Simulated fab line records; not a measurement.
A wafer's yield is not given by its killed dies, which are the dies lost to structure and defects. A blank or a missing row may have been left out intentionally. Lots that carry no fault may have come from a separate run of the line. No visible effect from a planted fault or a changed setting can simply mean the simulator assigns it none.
Matching of chambers ; flow sky130 ; cmp-02 running SKY_VIA3_CMP_24: 4 sister chambers
The step polishes, stops on SiO2, t overpolish 20 s, target thk 0 nm. 16 wafers are shown with their chamber, then 7 later ones without.

== WAFERS WITH THEIR CHAMBER ==
wafer;chamber;motor-current-A (A);time-to-endpoint-s (s);platen-rpm (rpm)
L443.1;1;11.5;89;60.08
L443.2;3;10.3;90;59.98
L443.4;2;9.3;100;60.06
L444.2;0;11.4;90;60.02
L444.4;3;11.0;91;60.03
L444.5;2;9.1;99;60.07
L447.1;0;11.5;90;60.02
L447.4;3;10.9;92;60.01
L447.6;2;8.8;104;59.97
L448.2;3;10.3;90;59.98
L448.4;0;11.8;90;60.05
L448.5;3;10.0;89;59.99
L449.2;3;10.2;94;59.99
L449.5;0;12.1;89;60.03
L449.6;3;10.5;90;60.03
L454.1;3;10.5;92;59.97

SIGNATURES (means of the wafers above)
reading;chamber 0;chamber 1;chamber 2;chamber 3;scatter within a chamber
motor-current-A;11.700;11.500;9.067;10.463;0.322
time-to-endpoint-s;89.75;89.00;101.00;91.00;1.65
platen-rpm;60.0300;60.0800;60.0333;59.9975;0.0295
Rule: for each reading, subtract the chamber's mean from the wafer's reading, divide by that reading's scatter and square the result; add these up over the readings and take the root, which gives the wafer's distance from the chamber. If the next closest chamber is less than 2 further off than the closest, the wafer can't be placed; otherwise it belongs to the closest. The scatter: take each reading less its chamber's mean, square it, sum over the shown wafers, divide by the number of wafers less the number of chambers, and take the root.

== WAFERS WITHOUT THEIR CHAMBER ==
wafer;motor-current-A (A);time-to-endpoint-s (s);platen-rpm (rpm)
L454.5;11.5;92;59.99
L463.2;12.3;89;59.99
L463.5;10.2;91;60.00
L463.6;8.8;100;60.04
L464.2;10.3;91;59.93
L464.3;11.6;92;59.96
L464.4;11.7;94;60.04

== EACH ONE'S CHAMBER ==
wafer;from the rows above;in truth
L454.5;can't be placed: 0 or 3 or 1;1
L463.2;can't be placed: 0 or 1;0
L463.5;3;3
L463.6;2;2
L464.2;3;3
L464.3;can't be placed: 0 or 3 or 1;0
L464.4;can't be placed: 0 or 1 or 3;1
Placed correctly: 3 of 7. Cannot be placed on the basis of these rows: 4; the candidates contain the true chamber in 4. Placed wrongly: 0.
